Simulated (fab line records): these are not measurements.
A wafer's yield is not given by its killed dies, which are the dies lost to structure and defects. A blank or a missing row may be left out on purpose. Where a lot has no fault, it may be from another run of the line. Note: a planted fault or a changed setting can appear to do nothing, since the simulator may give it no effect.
fab line records	flow sky130
record: lots: 10	wafers: 30	last_day: 50
route steps=708 shown CONTACT@411 METAL1@451 METAL2@485 PAD_OPEN@708
lots untouched by any fault: they come from a run of this same line in which no faults occurred
start_h: start of the lot's first displayed wafer, in hours after the record's first day	wait_h: how many hours have passed since the lot's step before this one	" identical to the entry in the row above	L1.1+2: several wafers, shown together as one row	- either no value or no given start	* or withheld: withheld	< > ~ a bound
route shown NAME@n: names a module that has steps shown in the file, with the first one's number in the route	usual: mean/standard deviation taken from wafers without a fault	same: alike in all rows	chamber/n: place in a boat	sites: each site's reading	_std_site: the standard deviation of these	_edge_site: the outer-site mean with the inner-site mean subtracted	radius_mm: for every site, how far away it sits from the centre of the wafer	mask NAME#n: copy n	behind: tool/chamber where the wafer was last shaped	hold: why the lot was held/for how many hours/how that ended	device: which transistor (n, p or np) failed to switch	end of line: tests of these same wafers at the route's end	a step without rows: its recipe alone	killed: dies lost to structure and defects at the first sort, not the wafer's yield	map: dies across one wafer; x = killed, . = not, _ = none there
set.NAME: the setting as run; set.NAME@STEP: as run at that earlier step	model.NAME: the simulator's own value behind a step, which no gauge read
the route's steps for a sample of lots (tables are steps, rows are wafers)
services: the hour from which a tool's chamber was out of use, counted from the record's first day as start_h (under 0 if before that day), plus the number of hours and why
== steps ==
step: SKY_CONTACT_BOW_MEAS_05
recipe: mode: bow
usual: CONTACT_BOW: 81/6.7
lot.wafer	tool	chamber	start_h	wait_h	CONTACT_BOW[um]
L262.1	film_metro-01	-	726.85	0.1	82
L262.3	"	-	"	"	85
L262.5	"	-	"	"	73
L263.2	film_metro-01	-	733.24	0.3	87
L263.4	"	-	"	"	84
L263.5	"	-	"	"	86
L266.3	film_metro-03	-	767.95	0.3	86
L266.5	"	-	"	"	88
L266.6	"	-	"	"	81
L267.1	film_metro-02	-	769.94	0.1	94
L267.4	"	-	"	"	77
L267.5	"	-	"	"	72
L269.3	film_metro-01	-	785.17	0.3	83
L269.4	"	-	"	"	71
L269.6	"	-	"	"	70
L270.1	film_metro-02	-	793.01	0.1	79
L270.2	"	-	"	"	86
L270.6	"	-	"	"	76
L273.1	film_metro-03	-	814.64	0.1	70
L273.3	"	-	"	"	89
L273.6	"	-	"	"	67
L278.1	film_metro-01	-	847.03	0.2	92
L278.3	"	-	"	"	94
L278.5	"	-	"	"	83
L280.2	film_metro-01	-	865.61	0.3	81
L280.5	"	-	"	"	78
L280.6	"	-	"	"	79
L282.3	film_metro-03	-	872.08	0.3	88
L282.4	"	-	"	"	72
L282.5	"	-	"	"	67
step: SKY_CONTACT_ETCH_18
recipe: target: Si3N4	chemistry: CHF3/O2	stop_on: TiN	source_w: 600	bias_w: 200	pressure_mtorr: 40	chf3_flow_sccm: 50	O2_flow_sccm: 5	time_s: 39	target_depth_a: 750
usual: chf3_flow_sccm: 50.00/0.15	drypump_motor_current_A: 5.8/0.5	oes_product_au: 0.856/0.0096	throttle_valve_pct: 8.793/0.0099
lot.wafer	tool	chamber	start_h	wait_h	chf3_flow_sccm	drypump_motor_current_A	oes_product_au	rf_hours_counter_h	throttle_valve_pct
L262.1	rie_diel-04	0	-	-	50.22	5.0	0.861	5	8.810
L262.3	"	3	"	"	49.99	6.1	0.860	7	8.786
L262.5	"	3	"	"	50.02	6.1	0.860	-	8.795
L263.2	rie_diel-01	3	-	-	49.78	5.3	0.869	4	8.791
L263.4	"	1	"	"	50.12	5.6	0.871	21	8.794
L263.5	"	2	"	"	49.90	5.8	0.872	-	8.812
L266.3	rie_diel-02	1	-	-	50.03	6.1	0.859	35	8.794
L266.5	"	1	"	"	49.84	6.1	0.866	-	8.782
L266.6	"	0	"	"	49.92	5.9	0.862	-	8.799
L267.1	rie_diel-02	2	-	-	50.10	6.3	0.833	4	8.798
L267.4	"	0	"	"	49.90	5.9	0.848	20	8.772
L267.5	"	0	"	"	50.20	5.9	0.856	-	8.784
L269.3	rie_diel-02	2	-	-	50.00	6.3	0.845	4	8.784
L269.4	"	2	"	"	49.89	6.4	0.833	-	8.785
L269.6	"	0	"	"	49.89	5.9	0.860	-	8.806
L270.1	rie_diel-01	1	-	-	49.99	5.6	0.840	23	8.798
L270.2	"	2	"	"	50.10	5.9	0.851	18	8.793
L270.6	"	1	"	"	50.21	5.6	0.842	-	8.789
L273.1	rie_diel-01	0	-	-	50.12	5.4	0.845	16	8.785
L273.3	"	2	"	"	49.96	5.8	0.846	19	8.802
L273.6	"	1	"	"	49.99	5.6	0.853	-	8.790
L278.1	rie_diel-02	2	-	-	50.26	6.4	0.859	6	8.795
L278.3	"	0	"	"	50.00	5.9	0.860	22	8.784
L278.5	"	1	"	"	49.88	6.2	0.869	-	8.790
L280.2	rie_diel-04	2	-	-	49.94	6.4	0.847	14	8.781
L280.5	"	2	"	"	50.01	6.4	0.848	-	8.783
L280.6	"	1	"	"	50.23	6.2	0.858	-	8.805
L282.3	rie_diel-01	1	-	-	50.03	5.6	0.854	26	8.783
L282.4	"	2	"	"	50.01	5.8	0.855	-	8.792
L282.5	"	0	"	"	50.00	5.4	0.853	-	8.809
step: SKY_METAL1_DESCUM_17
recipe: chemistry: O2	source_power_w: 150	bias_power_w: 0	pressure_mtorr: 10	temp_c: 40	time_s: 8
usual: drypump_motor_current_A: 5.48/0.25	oes_product_au: 1.000/0.0093
same: bias_power_w: 0
lot.wafer	tool	chamber	start_h	wait_h	drypump_motor_current_A	oes_product_au	rf_hours_counter_h
L262.1	rie_metal-02	0	782.34	0.0	5.71	0.995	1
L262.3	"	1	"	"	5.75	1.005	-
L262.5	"	1	"	"	5.81	0.995	-
L263.2	rie_metal-01	0	790.04	0.0	5.16	0.995	1
L263.4	"	1	"	"	5.25	0.990	-
L263.5	"	0	"	"	5.16	1.006	-
L266.3	rie_metal-02	0	822.30	0.0	5.73	1.011	-
L266.5	"	0	"	"	5.74	1.007	-
L266.6	"	1	"	"	5.77	1.011	-
L267.1	rie_metal-04	0	825.16	0.0	5.30	0.974	15
L267.4	"	1	"	"	5.38	0.997	-
L267.5	"	1	"	"	5.36	1.005	-
L269.3	rie_metal-02	0	840.30	0.0	5.71	1.010	-
L269.4	"	1	"	"	5.78	1.002	-
L269.6	"	1	"	"	5.73	1.005	-
L270.1	rie_metal-02	1	848.14	0.0	5.80	1.022	16
L270.2	"	0	"	"	5.70	1.012	4
L270.6	"	1	"	"	5.77	1.007	-
L273.1	rie_metal-02	1	869.74	0.0	5.75	1.009	0
L273.3	"	1	"	"	5.77	1.005	-
L273.6	"	0	"	"	5.72	1.003	-
L278.1	rie_metal-02	0	901.54	0.0	5.70	1.015	7
L278.3	"	0	"	"	5.72	1.004	-
L278.5	"	0	"	"	5.72	1.010	-
L280.2	rie_metal-02	0	919.44	0.0	5.71	1.007	8
L280.5	"	1	"	"	5.76	1.006	-
L280.6	"	0	"	"	5.71	0.998	-
L282.3	rie_metal-01	1	926.20	0.0	5.26	0.998	-
L282.4	"	0	"	"	5.15	1.004	-
L282.5	"	0	"	"	5.15	1.011	-
step: SKY_METAL2_SPUTTER_02
recipe: material: AlCu	target_thk_nm: 250	power_w: 10600	time_s: 13.3	chamber_pressure_pa: 0.4
usual: chamber_pressure_pa: 0.4001/0.001	throttle_valve_pct: 30.2/1.3
lot.wafer	tool	chamber	start_h	wait_h	chamber_pressure_pa	throttle_valve_pct
L262.1	pvd_sputter-01	-	811.39	0.0	0.4019	32.5
L262.3	"	-	"	"	0.4000	29.9
L262.5	"	-	"	"	0.3995	32.0
L263.2	pvd_sputter-01	-	819.69	0.0	0.3993	32.2
L263.4	"	-	"	"	0.4000	32.1
L263.5	"	-	"	"	0.4012	32.3
L266.3	pvd_sputter-03	-	850.95	0.0	0.4016	30.1
L266.5	"	-	"	"	0.4007	29.7
L266.6	"	-	"	"	0.4018	28.6
L267.1	pvd_sputter-01	-	853.94	0.0	0.4009	32.1
L267.4	"	-	"	"	0.4001	29.7
L267.5	"	-	"	"	0.3998	29.9
L269.3	pvd_sputter-01	-	869.35	0.0	0.4001	31.7
L269.4	"	-	"	"	0.4012	32.1
L269.6	"	-	"	"	0.4008	32.0
L270.1	pvd_sputter-01	-	877.54	0.0	0.4005	32.3
L270.2	"	-	"	"	0.4011	31.7
L270.6	"	-	"	"	0.3993	29.7
L273.1	pvd_sputter-02	-	897.90	0.0	0.3987	28.6
L273.3	"	-	"	"	0.3998	30.4
L273.6	"	-	"	"	0.4000	28.3
L278.1	pvd_sputter-01	-	929.18	0.0	0.3012	37.1
L278.3	"	-	"	"	0.3008	34.5
L278.5	"	-	"	"	0.3011	34.6
L280.2	pvd_sputter-01	-	947.04	0.0	0.3013	37.3
L280.5	"	-	"	"	0.3017	37.0
L280.6	"	-	"	"	0.3025	36.8
L282.3	pvd_sputter-03	-	953.70	0.0	0.3995	28.9
L282.4	"	-	"	"	0.3997	28.9
L282.5	"	-	"	"	0.3989	28.9
step: SKY_METAL2_RS_MEAS_05
recipe: thk_meas_gauge: four-point-probe	reads: TiN_of_METAL2_SPUTTER_04+Ti_of_METAL2_SPUTTER_03+AlCu_of_METAL2_SPUTTER_02+TiN_of_METAL2_SPUTTER_01+Ti_of_METAL2_SPUTTER_00
usual: METAL2_ALCU_RS: 0.1263/0.0011
lot.wafer	tool	chamber	start_h	wait_h	METAL2_ALCU_RS[ohm/sq]
L262.1	film_metro-04	-	811.48	0.0	0.1271
L262.3	"	-	"	"	0.1256
L262.5	"	-	"	"	0.1261
L263.2	film_metro-04	-	819.80	0.0	0.1243
L263.4	"	-	"	"	0.1266
L263.5	"	-	"	"	0.1257
L266.3	film_metro-04	-	851.08	0.1	0.1279
L266.5	"	-	"	"	0.1286
L266.6	"	-	"	"	0.1271
L267.1	film_metro-01	-	854.09	0.1	0.1254
L267.4	"	-	"	"	0.1269
L267.5	"	-	"	"	0.1257
L269.3	film_metro-01	-	869.48	0.1	0.1271
L269.4	"	-	"	"	0.1277
L269.6	"	-	"	"	0.1269
L270.1	film_metro-01	-	877.63	0.0	0.1261
L270.2	"	-	"	"	0.1255
L270.6	"	-	"	"	0.1255
L273.1	film_metro-03	-	898.00	0.0	0.1260
L273.3	"	-	"	"	0.1256
L273.6	"	-	"	"	0.1267
L278.1	film_metro-04	-	929.27	0.0	0.1157
L278.3	"	-	"	"	0.1172
L278.5	"	-	"	"	0.1168
L280.2	film_metro-03	-	947.15	0.0	0.1193
L280.5	"	-	"	"	0.1153
L280.6	"	-	"	"	0.1165
L282.3	film_metro-04	-	953.83	0.1	0.1253
L282.4	"	-	"	"	0.1290
L282.5	"	-	"	"	0.1268
step: SKY_METAL2_THK_MEAS_06
recipe: thk_meas_gauge: xrf	reads: AlCu_of_METAL2_SPUTTER_02
usual: METAL2_ALCU_THK: 251.7/2.5
lot.wafer	tool	chamber	start_h	wait_h	METAL2_ALCU_THK[nm]
L262.1	film_metro-04	-	811.60	0.1	250.0
L262.3	"	-	"	"	252.8
L262.5	"	-	"	"	251.8
L263.2	film_metro-04	-	819.91	0.1	254.5
L263.4	"	-	"	"	249.9
L263.5	"	-	"	"	251.8
L266.3	film_metro-04	-	851.18	0.1	248.3
L266.5	"	-	"	"	245.7
L266.6	"	-	"	"	247.7
L267.1	film_metro-01	-	854.21	0.1	253.0
L267.4	"	-	"	"	251.5
L267.5	"	-	"	"	254.4
L269.3	film_metro-01	-	869.58	0.1	251.6
L269.4	"	-	"	"	249.7
L269.6	"	-	"	"	252.4
L270.1	film_metro-01	-	877.75	0.1	251.8
L270.2	"	-	"	"	252.8
L270.6	"	-	"	"	256.0
L273.1	film_metro-03	-	898.12	0.1	254.2
L273.3	"	-	"	"	252.3
L273.6	"	-	"	"	252.2
L278.1	film_metro-04	-	929.39	0.1	268.5
L278.3	"	-	"	"	265.4
L278.5	"	-	"	"	267.1
L280.2	film_metro-03	-	947.26	0.1	258.5
L280.5	"	-	"	"	268.3
L280.6	"	-	"	"	266.2
L282.3	film_metro-04	-	953.93	0.1	255.1
L282.4	"	-	"	"	247.5
L282.5	"	-	"	"	250.0
step: SKY_PAD_OPEN_PROBE_99
usual: defect_limited_yield: 82.2/1.9	killed_at_M0_to_M3: 43/6.3	killed_at_M4_up: 3.3/1.7	killed_at_contacts: 24/5.4	killed_at_front_end: 16/4.6	killed_at_other: 0.4/0.7	killed_dies: 87/9.4	killed_open: 47/6.9	killed_short: 39/6.1	sort_bin_3_pad_short: 0.9/0.45	sort_bin_5_function: 10.6/1.5	sort_bin_6_memory: 6.3/1.2	sort_n_pass: 405/9.4	sort_yield_pct: 82.2/1.9
same: gross_dies: 492	killed_at_back_side: 0	sort_bin_4_leakage[%]: 0	sort_bin_8_speed[%]: 0
lot.wafer	tool	chamber	start_h	wait_h	defect_limited_yield[%]	killed_at_M0_to_M3	killed_at_M4_up	killed_at_contacts	killed_at_front_end	killed_at_other	killed_dies	killed_open	killed_short	sort_bin_3_pad_short[%]	sort_bin_5_function[%]	sort_bin_6_memory[%]	sort_n_pass	sort_yield_pct[%]
L262.1	prober-01	-	1091.31	0.1	81.9	49	4	21	15	0	89	52	35	0.6	11.6	5.9	403	81.9
L262.3	prober-01	-	1091.41	0.2	81.1	50	5	21	17	0	93	60	33	0.6	11.6	6.7	399	81.1
L262.5	prober-01	-	1091.51	0.2	78.7	44	5	38	18	0	105	55	48	1.4	11.4	8.5	387	78.7
L266.3	prober-01	-	1119.56	0.2	82.3	42	3	31	11	0	87	52	35	1.2	11.8	4.7	405	82.3
L266.6	prober-01	-	1119.71	0.2	84.3	39	2	23	13	0	77	41	36	0.6	9.1	5.9	415	84.3
L267.1	prober-01	-	1124.44	0.1	83.3	43	4	22	13	0	82	45	37	0.4	11.8	4.5	410	83.3
L267.4	prober-01	-	1124.59	0.2	81.3	52	2	21	17	0	92	53	38	1.4	10.4	6.9	400	81.3
L267.5	prober-01	-	1124.64	0.2	83.3	43	2	21	16	0	82	40	42	0.2	11.4	5.1	410	83.3
L269.3	prober-02	-	1134.71	0.2	79.1	53	2	31	14	3	103	62	41	0.8	11.6	8.5	389	79.1
L269.4	prober-02	-	1134.76	0.2	81.7	46	3	26	14	1	90	52	38	0.4	11.6	6.3	402	81.7
L269.6	prober-02	-	1134.86	0.2	80.7	51	2	31	11	0	95	50	45	0.6	12.6	6.1	397	80.7
L270.6	prober-02	-	1140.56	0.2	81.7	43	4	28	13	2	90	44	43	1.6	10.8	5.9	402	81.7
L278.1	prober-01	-	1176.32	0.1	83.9	42	3	18	16	0	79	47	32	0.8	9.6	5.7	413	83.9
killed by level:class
L262.1 CONTACT:geometric_particle:open=12 VIA2:geometric_particle:open=11 METAL1:geometric_particle:short=8 VIA1:geometric_particle:open=8 VIA3:geometric_particle:open=7 FIELD_ISO:geometric_particle:open=5 LI_CONTACT:geometric_particle:open=5 FIELD_ISO:geometric_particle:short=4
L262.3 VIA1:geometric_particle:open=11 VIA3:geometric_particle:open=10 VIA2:geometric_particle:open=9 LI_CONTACT:geometric_particle:open=9 CONTACT:geometric_particle:open=8 FIELD_ISO:geometric_particle:short=5 POLY_GATE:geometric_particle:short=4 METAL1:geometric_particle:short=4
L262.5 CONTACT:geometric_particle:open=13 CONTACT:geometric_particle:short=12 VIA2:geometric_particle:open=11 VIA1:geometric_particle:open=9 METAL1:geometric_particle:short=7 LI_CONTACT:geometric_particle:open=6 FIELD_ISO:geometric_particle:short=5 METAL4:geometric_particle:short=5
L266.3 CONTACT:geometric_particle:open=15 VIA1:geometric_particle:open=9 VIA1:geometric_particle:short=7 VIA3:geometric_particle:open=6 LI_CONTACT:geometric_particle:open=6 FIELD_ISO:geometric_particle:open=5 LOCAL_INTERCONNECT:geometric_particle:short=5 METAL2:geometric_particle:short=4
L266.6 VIA1:geometric_particle:open=15 CONTACT:geometric_particle:open=9 VIA1:geometric_particle:short=6 CONTACT:geometric_particle:short=6 FIELD_ISO:geometric_particle:open=4 METAL1:geometric_particle:short=4 VIA2:geometric_particle:open=4 POLY_GATE:geometric_particle:short=4
L267.1 LI_CONTACT:geometric_particle:open=8 VIA2:geometric_particle:open=8 CONTACT:geometric_particle:open=7 VIA3:geometric_particle:open=6 VIA2:geometric_particle:short=6 METAL1:geometric_particle:short=5 VIA1:geometric_particle:short=5 VIA1:geometric_particle:open=4
L267.4 VIA1:geometric_particle:open=15 VIA2:geometric_particle:open=8 LI_CONTACT:geometric_particle:open=6 VIA3:geometric_particle:open=6 FIELD_ISO:geometric_particle:open=5 CONTACT:geometric_particle:open=5 METAL1:geometric_particle:short=5 METAL3:geometric_particle:short=5
L267.5 CONTACT:geometric_particle:open=7 VIA1:geometric_particle:open=7 VIA2:geometric_particle:open=6 METAL3:geometric_particle:short=6 FIELD_ISO:geometric_particle:short=5 LI_CONTACT:geometric_particle:open=5 CONTACT:geometric_particle:short=5 SPACER:geometric_particle:short=4
L269.3 VIA2:geometric_particle:open=12 VIA1:geometric_particle:open=12 CONTACT:geometric_particle:open=11 METAL1:geometric_particle:short=8 VIA3:geometric_particle:open=8 LOCAL_INTERCONNECT:geometric_particle:short=7 CONTACT:geometric_particle:short=5 FIELD_ISO:geometric_particle:open=4
L269.4 VIA1:geometric_particle:open=11 LI_CONTACT:geometric_particle:open=10 VIA2:geometric_particle:open=7 VIA3:geometric_particle:open=7 CONTACT:geometric_particle:open=6 CONTACT:geometric_particle:short=5 METAL2:geometric_particle:short=5 VIA1:geometric_particle:short=4
L269.6 CONTACT:geometric_particle:open=13 VIA1:geometric_particle:open=11 CONTACT:geometric_particle:short=10 VIA2:geometric_particle:short=8 VIA2:geometric_particle:open=8 VIA3:geometric_particle:open=6 LOCAL_INTERCONNECT:geometric_particle:short=5 METAL2:geometric_particle:short=5
L270.6 CONTACT:geometric_particle:open=11 LOCAL_INTERCONNECT:geometric_particle:short=7 LI_CONTACT:geometric_particle:open=7 VIA1:geometric_particle:short=7 VIA2:geometric_particle:open=7 VIA1:geometric_particle:open=6 FIELD_ISO:geometric_particle:open=5 VIA3:geometric_particle:short=4
L278.1 VIA3:geometric_particle:open=14 FIELD_ISO:geometric_particle:open=7 LI_CONTACT:geometric_particle:open=6 VIA1:geometric_particle:open=5 CONTACT:geometric_particle:short=5 METAL1:geometric_particle:short=5 CONTACT:geometric_particle:open=4 METAL2:geometric_particle:short=4
== services ==
tool	chamber	start_h	hours	kind
rie_metal-01	1	745.39	3.8	repair
rie_metal-02	-	758.10	1.4	pm
rie_diel-04	-	770.11	0.6	repair
rie_diel-02	2	804.39	4.2	repair
rie_metal-04	1	804.66	14.9	repair
rie_diel-02	-	826.44	15.6	pm
rie_metal-04	-	828.11	1.4	pm
pvd_sputter-01	0	830.27	-	consumable_replace:kit
pvd_sputter-01	0	830.27	18.0	scheduled_down
pvd_sputter-01	0	830.27	18.0	vent_cycle
rie_diel-04	1	842.55	1.2	repair
rie_diel-02	-	848.84	0.4	repair
rie_diel-04	1	855.57	3.2	repair
pvd_sputter-03	-	860.00	0.5	repair
rie_diel-02	3	864.32	3.3	repair
pvd_sputter-01	-	874.15	2.3	repair
rie_diel-01	3	895.26	4.2	repair
rie_diel-02	-	904.30	0.5	repair
rie_diel-04	0	917.22	4.2	repair
rie_diel-01	-	936.06	0.4	repair
rie_metal-01	-	938.33	0.2	repair
rie_metal-01	1	940.50	29.5	repair
rie_diel-02	1	941.08	6.9	repair
rie_diel-02	0	950.45	2.3	repair
== key ==
first_sign: step: SKY_METAL2_SPUTTER_02	reading: chamber_pressure_pa	direction: down	sigmas: 95	usual: 0.4001	struck: 0.3015
effect: step: SKY_METAL2_SPUTTER_02	reading: throttle_valve_pct	direction: up	sigmas: 4.5	usual: 30.2	struck: 36.2
effect: step: SKY_METAL2_RS_MEAS_05	reading: METAL2_ALCU_RS	direction: down	sigmas: 8.4	usual: 0.1263	struck: 0.1168
effect: step: SKY_METAL2_THK_MEAS_06	reading: METAL2_ALCU_THK	direction: up	sigmas: 5.6	usual: 251.7	struck: 265.7
met_at SKY_METAL2_SPUTTER_02
struck_lots L278,L280
not_acting_at SKY_CONTACT_BOW_MEAS_05,SKY_CONTACT_ETCH_18,SKY_METAL1_DESCUM_17
onset_between 877.54 929.18
fault: kind: process_parameter_drift	tool: pvd_sputter-01	chamber: -	onset_h: 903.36	steps: SKY_METAL2_SPUTTER_02	channel: chamber_pressure_pa	offset: -0.098858	shape: step	end_h: 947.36	acts_in: these_recipes_only	stated: 0.4
